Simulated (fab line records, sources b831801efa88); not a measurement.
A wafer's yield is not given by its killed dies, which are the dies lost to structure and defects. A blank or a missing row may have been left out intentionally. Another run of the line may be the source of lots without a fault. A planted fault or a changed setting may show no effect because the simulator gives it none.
8D (eight disciplines) problem report, filled in by code | flow gf180mcu | the parts of the form that need people (team, actions taken, sign-off) are left out

## 1. WHAT IS WRONG
Mean of strip_time_to_endpoint_s at GF_HV_LDD_STRIP_22: 12.11 s across 3 wafers in 2 lots; on wafers with no fault it is 12.65 s (standard deviation 0.03). That puts it -18 standard deviations away from the usual mean.
The step: strips in O2/N2.
The first sign was on wafer L518.2 at day 16 20:14, on plasma_asher-01. Wafers with a number at this step in the record: 42, from 14 lots. The rule behind "out" and "out of limits": a value lying over 4 standard deviations away from the usual mean. The rest of the wafers with a number are treated as sound.

## 2. WHAT IT IS; WHAT IT IS NOT
question                    | is                               | is not
which readings at this step | strip_time_to_endpoint_s         | drypump_motor_current_A, heater_power_w, oes_product_au
which lots                  | L518, L519                       | L499, L503, L504, L506, L508, L509, L511, L512, L513, L515, L520, L522
which wafers of those lots  | L518.2, L518.5, L519.2           | L518.1, L519.1, L519.4
read on which tools         | plasma_asher-01, plasma_asher-03 | plasma_asher-02
when                        | from day 16 20:14                | up to then (31 sound wafers); but 8 sound wafers of L519, L520, L522 came after

## 3. WHAT RULES OUT EACH SUSPECT
Counting: a tool at a process step up to the reading stays a suspect if it ran every lot that is out. Sound lots after the first of them don't rule it out here, since some wafers of a struck lot are sound.
- litho_track-02 at GF_HV_LDD_COAT_14 (resist thk 1000 nm): kept. It processed each lot that is out (first: L518, day 16 08:03); up to then, its last sound lot is L513 (day 14 17:56).
Left after counting: litho_track-02 at GF_HV_LDD_COAT_14.

## 4. THE CAUSE (what the simulator had put in)
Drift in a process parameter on litho_track-02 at GF_HV_LDD_COAT_14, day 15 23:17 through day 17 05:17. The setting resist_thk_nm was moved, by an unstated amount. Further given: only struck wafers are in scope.
Only this tool survived the counting.

## 5. THE EFFECT CHAIN, in route order
Each row: a reading whose mean over the struck wafers that have a number lies more than 3 standard deviations from the usual. Scope: only readings with a usual standard deviation given in the record; hours: median across lots of the time from each lot's start at the first step in this table that gives one to its start at this step; sigmas: change in usual standard deviations.
hours | step               | reading                  | usual   | on struck wafers | change | sigmas
0     | GF_HV_LDD_STRIP_22 | strip_time_to_endpoint_s | 12.65 s | 12.11            | -0.54  | -18
It contains these process steps:
- GF_HV_LDD_STRIP_22: strips in O2/N2.

## 6. HOW IT WOULD HAVE BEEN CAUGHT EARLIER
The fault began at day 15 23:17; the first out-of-limits reading in this record came at day 16 20:14, 21 hours later.
Of the tool readings at GF_HV_LDD_COAT_14 for which the record gives a usual standard deviation, none was out on any struck wafer, so an alarm limit of 4 standard deviations on them would not have fired.
By day 16 20:14, every lot that is out (2) had started GF_HV_LDD_COAT_14 on litho_track-02. A hold on the tool at that time would have spared none of them.
